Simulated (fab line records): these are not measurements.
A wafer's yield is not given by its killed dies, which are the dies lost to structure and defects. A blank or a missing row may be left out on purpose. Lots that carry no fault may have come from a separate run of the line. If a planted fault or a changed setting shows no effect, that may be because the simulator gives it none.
Split-lot experiment :: flow sfq_line :: route with 325 steps; 5 lots, 15 wafers read

SPLIT DETAILS
At SFQ_TRILAYER_I2_VIA_LITHO_COAT_072 (resist thk 62 nm), the setting spin_rpm was moved away from the recipe's 3000 rpm on 5 of the 15 wafers read, by -6.0% to +5.8%. All remaining wafers had this setting at the recipe value.

No step appears in the file between the split and the reading.

THE READING
etch.depth_nm (the simulator's own value, which no gauge read), in nm, at SFQ_TRILAYER_I2_VIA_BARC_OPEN_VIA_ETCH_096 (etches BARC in O2, target depth 125 nm, time 41.7 s). There is no usual value for it anywhere in the file. The 10 wafers here that ran the recipe average 62.08 nm, standard deviation 0.25 nm.

wafer: L075.1
tool, chamber at the split: litho_track-02, 0
spin_rpm as run, rpm: 2819
against the recipe: -6.0%
etch.depth_nm, nm: 63.8
against lot-mates on the recipe: no lot-mate on the recipe

wafer: L075.3
tool, chamber at the split: litho_track-02, 0
spin_rpm as run, rpm: 2819
against the recipe: -6.0%
etch.depth_nm, nm: 63.82
against lot-mates on the recipe: no lot-mate on the recipe

wafer: L077.4
tool, chamber at the split: litho_track-04, 0
spin_rpm as run, rpm: 3000
against the recipe: recipe
etch.depth_nm, nm: 61.84
against lot-mates on the recipe: -

wafer: L077.5
tool, chamber at the split: litho_track-04, 0
spin_rpm as run, rpm: 3000
against the recipe: recipe
etch.depth_nm, nm: 61.78
against lot-mates on the recipe: -

wafer: L077.6
tool, chamber at the split: litho_track-04, 0
spin_rpm as run, rpm: 3175
against the recipe: +5.8%
etch.depth_nm, nm: 60.21
against lot-mates on the recipe: -1.60

wafer: L079.2
tool, chamber at the split: litho_track-03, 0
spin_rpm as run, rpm: 3000
against the recipe: recipe
etch.depth_nm, nm: 62.27
against lot-mates on the recipe: -

wafer: L079.4
tool, chamber at the split: litho_track-03, 0
spin_rpm as run, rpm: 3000
against the recipe: recipe
etch.depth_nm, nm: 62.28
against lot-mates on the recipe: -

wafer: L079.5
tool, chamber at the split: litho_track-03, 0
spin_rpm as run, rpm: 3000
against the recipe: recipe
etch.depth_nm, nm: 62.39
against lot-mates on the recipe: -

wafer: L083.3
tool, chamber at the split: litho_track-03, 0
spin_rpm as run, rpm: 3000
against the recipe: recipe
etch.depth_nm, nm: 61.75
against lot-mates on the recipe: -

wafer: L083.6
tool, chamber at the split: litho_track-03, 0
spin_rpm as run, rpm: 3000
against the recipe: recipe
etch.depth_nm, nm: 61.77
against lot-mates on the recipe: -

wafer: L084.1
tool, chamber at the split: litho_track-04, 0
spin_rpm as run, rpm: 2849
against the recipe: -5.0%
etch.depth_nm, nm: 63.96
against lot-mates on the recipe: +1.73

wafer: L084.2
tool, chamber at the split: litho_track-04, 0
spin_rpm as run, rpm: 3000
against the recipe: recipe
etch.depth_nm, nm: 62.3
against lot-mates on the recipe: -

wafer: L084.3
tool, chamber at the split: litho_track-04, 0
spin_rpm as run, rpm: 3000
against the recipe: recipe
etch.depth_nm, nm: 62.11
against lot-mates on the recipe: -

wafer: L084.4
tool, chamber at the split: litho_track-04, 0
spin_rpm as run, rpm: 3000
against the recipe: recipe
etch.depth_nm, nm: 62.28
against lot-mates on the recipe: -

wafer: L084.5
tool, chamber at the split: litho_track-04, 0
spin_rpm as run, rpm: 2849
against the recipe: -5.0%
etch.depth_nm, nm: 63.92
against lot-mates on the recipe: +1.69

THE FIT
A straight line over all 15 wafers: etch.depth_nm changes by -0.32 nm for each +1% of spin_rpm; r = -0.97; the points scatter about the line by 0.25 nm.
The same after taking each lot's own level away (the mean of its wafers on the recipe; 13 wafers): -0.312 nm for each +1%; r = -0.99; scatter 0.096 nm.
The reading moves by 1.9 nm for the largest change in spin_rpm, on that fit.
The lots' own levels span 61.760 to 62.313 nm, that is 2.2 times the standard deviation above.
Consequently the slope shifts little with the lot-to-lot level, the two slopes agreeing.
Check: for one of the wafers moved furthest among these (+5.8%), held out of the fit, the line's prediction against its lot-mates is -1.98 nm. It came out at -1.6 nm against them.

FURTHER SPLITS ON THESE WAFERS
Before the reading, these wafers also passed through other splits. Each is held against what the fit with the lots' levels taken away leaves over:
other split on the same wafers: SFQ_TRILAYER_M2_LITHO_EXPOSE_058 dose_mj
wafers away from the commonest value: 6
r with etch.depth_nm (lot level and that fit taken away): +0.11

other split on the same wafers: SFQ_TRILAYER_I2_DEP_PECVD_063 time_s
wafers away from the commonest value: 6
r with etch.depth_nm (lot level and that fit taken away): +0.63

THE WHOLE CHAIN: every reading that the file lists as answering this split, in the file's order
step: SFQ_TRILAYER_I2_VIA_LITHO_COAT_072
what it does: resist thk 62 nm
reading: BARC_of_TRILAYER_I2_VIA_LITHO_COAT_072.thk_nm (the simulator's own value, which no gauge read)
change (the file's fit): -0.314 nm for each +1% of the setting
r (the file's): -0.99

step: SFQ_TRILAYER_I2_VIA_BARC_OPEN_VIA_ETCH_096
what it does: etches BARC in O2, target depth 125 nm, time 41.7 s
reading: etch.depth_nm (the simulator's own value, which no gauge read)
change (the file's fit): -0.312 nm for each +1% of the setting
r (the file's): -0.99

THE FILE'S OWN FIT
etch.depth_nm changes by -0.312 nm for each +1% of spin_rpm, r = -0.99.
